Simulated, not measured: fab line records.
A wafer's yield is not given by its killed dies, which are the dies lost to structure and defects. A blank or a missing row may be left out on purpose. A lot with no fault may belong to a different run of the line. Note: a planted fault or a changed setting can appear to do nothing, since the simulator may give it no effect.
Struck lot and sound lot, side by side || flow gf180mcu || 14 steps out of a route of 602
Sound: wafers L531.2, L531.5, L531.6. Struck: wafers L538.2, L538.3, L538.5. At the end, the cause is stated.
Order at every step that has rows: each side's tool, ch and its chambers, its first start. Under that, the readings that differ: sound wafers || struck wafers || difference of the means || sigmas: that difference in standard deviations of wafers without a fault.
alike: readings whose means differ by less than 2 such deviations, and words and numbers that are the same on both sides. not compared: withheld readings, readings that some wafer has no value for, bounds like >300 that may hide the same value, and numbers for which the record gives no deviation and whose values overlap.
Wherever a step has rows on one side only, a row that says differs or no value, or a row with sigmas, the two part there. Numbers that have no deviation but don't overlap get no sigmas and don't part them. Lack of a reading on every wafer of one side parts them only where that side has two or more wafers.

first, 2 steps without rows for these wafers: GF_VT_IMPLANT_PEB_05; GF_VT_IMPLANT_DEVELOP_06 (develop time 60 s).
GF_VT_IMPLANT_OVL_MEAS_07:
  sound: overlay-01 at day 7 09:35; struck: overlay-01 at day 9 05:04
  alike: VT_IMPLANT_OVL
following that, these wafers have no rows for 1 step: GF_VT_IMPLANT_IMPLANT_08.
GF_VT_IMPLANT_STRIP_09: strips in O2/N2.
  sound on plasmaAsher-04 ch 0,1, day 7 09:46; struck on plasmaAsher-04 ch 0,1, day 9 05:15
  alike: drypumpMotorCurrentA, heaterPowerW, o2FlowSccm, oesProductAu, stripTimeToEndpointS
  not compared: rfHoursCounterH
GF_VT_IMPLANT_TW_MEAS_10:
  sound: filmMetro-02 at day 7 09:53; struck: filmMetro-01 at day 9 05:22
{"reading": "VT_IMPLANT_TW", "sound": "561.8 560.6 558.3", "struck": "550.8 553.9 556.0", "difference": -6.7, "sigmas": -2}
then, 6 steps without rows for these wafers: GF_VT_IMPLANT_DEHYDRATE_11 (time 60 s); GF_VT_IMPLANT_HMDS_12 (prime time 60 s); GF_VT_IMPLANT_COAT_13 (resist thk 1000 nm); GF_VT_IMPLANT_SOFTBAKE_14 (time 60 s); GF_VT_IMPLANT_EXPOSE_15 (exposes mask Nwell LV AREA, target cd 860 nm); GF_VT_IMPLANT_PEB_16.
GF_VT_IMPLANT_DEVELOP_17: develop time 60 s.
  struck on lithoTrack-03, day 9 22:29; sound on lithoTrack-03 ch 0, day 8 02:08
  no value came back on the struck wafers for chillPlateTempC (C), developTimeS (s), exhaustPa (Pa); on the sound wafers chillPlateTempC (C) reads 22.97 23.07 23.02
GF_VT_IMPLANT_OVL_MEAS_18:
  sound: overlay-01 at day 8 02:16; struck: overlay-01 at day 9 22:37
{"reading": "VT_IMPLANT_01_OVL (nm)", "sound": "-1.3 -0.3 -0.7", "struck": "- - -", "difference": "no value on the struck wafers", "sigmas": ""}

## WHERE THEY PART
At GF_VT_IMPLANT_TW_MEAS_10 first; at GF_VT_IMPLANT_OVL_MEAS_18 last (within this record only).

WHY: the cause the simulator had injected
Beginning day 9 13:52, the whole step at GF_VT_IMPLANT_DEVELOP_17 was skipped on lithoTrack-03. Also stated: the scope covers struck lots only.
